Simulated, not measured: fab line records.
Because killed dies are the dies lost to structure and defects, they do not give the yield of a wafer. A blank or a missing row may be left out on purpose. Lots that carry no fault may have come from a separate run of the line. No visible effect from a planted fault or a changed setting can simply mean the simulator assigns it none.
Which tool was responsible? || flow gf180mcu || Sampling: 6 lots, 18 wafers, 2 of 602 route steps

== WHAT EACH GAUGE READ, for each wafer ==
GF_PSD_RS_MEAS_14: the measuring method here is four-point-probe.
{"lot": "L336", "measured": "day 14 10:58", "on": "film-metro-03", "NSD_RS (ohm/sq)": "45.53 45.59 45.47"}
{"lot": "L340", "measured": "day 15 18:55", "on": "film-metro-04", "NSD_RS (ohm/sq)": "45.73 45.68 45.67"}
{"lot": "L344", "measured": "day 17 07:13", "on": "film-metro-04", "NSD_RS (ohm/sq)": "41.95 41.92 41.91"}
{"lot": "L351", "measured": "day 19 22:35", "on": "film-metro-04", "NSD_RS (ohm/sq)": "45.74 45.82 45.81"}
{"lot": "L354", "measured": "day 21 00:08", "on": "film-metro-01", "NSD_RS (ohm/sq)": "45.67 45.80 45.80"}
{"lot": "L357", "measured": "day 21 23:25", "on": "film-metro-01", "NSD_RS (ohm/sq)": "45.88 45.87 45.87"}

== EACH LOT AND THE TOOL THAT RAN IT (in order: tool; ch and the chambers of the sampled wafers; start) ==
{"lot": "L336", "GF_PSD_RTA_13": "rtp-anneal-01 ch 0, day 14 10:51"}
{"lot": "L340", "GF_PSD_RTA_13": "rtp-anneal-01 ch 0, day 15 18:49"}
{"lot": "L344", "GF_PSD_RTA_13": "rtp-anneal-01 ch 0, day 17 07:07"}
{"lot": "L351", "GF_PSD_RTA_13": "rtp-anneal-01 ch 0, day 19 22:31"}
{"lot": "L354", "GF_PSD_RTA_13": "rtp-anneal-02 ch 0, day 21 00:03"}
{"lot": "L357", "GF_PSD_RTA_13": "rtp-anneal-01 ch 0, day 21 23:19"}
- GF_PSD_RTA_13: time 20 s.

== THE ANSWER, worked out from the rows above alone ==
Rule: the lots themselves supply what counts as usual. Put in order of their means at a reading, lots are off if they are a third of the lots or fewer, leave a main group of 4 or more, and stand apart from it by a gap of 3 or more times the standard deviation of the main group's means; of several such gaps the widest counts. If all means in a main group match to the digits the tables above print for the reading, that group is not used. Also off: a lot with no number at a reading for which 4 or more lots have one. Where the step has rows for the other lots, those lots are counted as sound.
Off: at GF_PSD_RS_MEAS_14 (NSD_RS), L344. Main group: mean 45.73 ohm/sq, sd 0.12.
A tool fits if, at a process step before that reading, it ran every lot that is off, and no sound lot after the first of them. The gauges at GF_PSD_RS_MEAS_14 are tried like those tools. Not one of the candidates tried fits.

== WHAT THE SIMULATOR PUT IN ==
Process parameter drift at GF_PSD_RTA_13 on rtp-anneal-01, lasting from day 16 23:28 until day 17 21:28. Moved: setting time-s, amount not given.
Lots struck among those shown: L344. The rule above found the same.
